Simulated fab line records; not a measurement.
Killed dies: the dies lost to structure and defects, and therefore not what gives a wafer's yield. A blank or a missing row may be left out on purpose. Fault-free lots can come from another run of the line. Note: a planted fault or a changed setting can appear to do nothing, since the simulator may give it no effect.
Which tool is to blame? || flow gf180mcu || 6 lots with 18 wafers sampled at 2 steps, on a route of 602 steps

## WHAT EACH GAUGE READ, for each wafer
GF_HV_LDD_TW_MEAS_11.
{"lot": "L796", "measured": "day 10 23:57", "on": "film metro-02", "HV_LDD_TW": "2420 2434 2426"}
{"lot": "L801", "measured": "day 12 03:11", "on": "film metro-01", "HV_LDD_TW": "2246 2232 2250"}
{"lot": "L807", "measured": "day 14 06:26", "on": "film metro-02", "HV_LDD_TW": "2439 2439 2435"}
{"lot": "L809", "measured": "day 14 13:50", "on": "film metro-04", "HV_LDD_TW": "2460 2465 2445"}
{"lot": "L812", "measured": "day 15 11:39", "on": "film metro-04", "HV_LDD_TW": "2462 2461 2463"}
{"lot": "L815", "measured": "day 16 12:29", "on": "film metro-04", "HV_LDD_TW": "2462 2460 2457"}

## WHAT TOOL EACH LOT RAN ON (gives the tool, then ch and the chambers of the sampled wafers, and finally the start)
{"lot": "L796", "GF_HV_LDD_IMPLANT_09": "implanter-01 ch 0, day 10 23:43"}
{"lot": "L801", "GF_HV_LDD_IMPLANT_09": "implanter-01 ch 0, day 12 02:57"}
{"lot": "L807", "GF_HV_LDD_IMPLANT_09": "implanter-03 ch 0, day 14 06:11"}
{"lot": "L809", "GF_HV_LDD_IMPLANT_09": "implanter-03 ch 0, day 14 13:37"}
{"lot": "L812", "GF_HV_LDD_IMPLANT_09": "implanter-04 ch 0, day 15 11:24"}
{"lot": "L815", "GF_HV_LDD_IMPLANT_09": "implanter-03 ch 0, day 16 12:14"}
- GF_HV_LDD_IMPLANT_09

## THE ANSWER, worked out from the rows above alone
Rule: what is usual is taken from the lots themselves. Put in order of their means at a reading, lots are off if they are a third of the lots or fewer, leave a main group of 4 or more, and stand apart from it by a gap of 3 or more times the standard deviation of the main group's means; of several such gaps the widest counts. A main group is skipped when, at the precision printed for the reading in the tables above, its means are all equal. Also off: a lot with no number at a reading for which 4 or more lots have one. Any other lot the step has rows for is counted as sound.
Off: at GF_HV_LDD_TW_MEAS_11 (HV_LDD_TW), L801. The main group has a mean of 2449 with a standard deviation of 14.
A tool fits if, at a process step before that reading, it ran every lot that is off, and no sound lot after the first of them. Those tools and the gauges at GF_HV_LDD_TW_MEAS_11 are tried in the same way. 2 tools fit, implanter-01 at GF_HV_LDD_IMPLANT_09 and film metro-01 at GF_HV_LDD_TW_MEAS_11, so this cannot tell which one it is.

## WHAT THE SIMULATOR PUT IN
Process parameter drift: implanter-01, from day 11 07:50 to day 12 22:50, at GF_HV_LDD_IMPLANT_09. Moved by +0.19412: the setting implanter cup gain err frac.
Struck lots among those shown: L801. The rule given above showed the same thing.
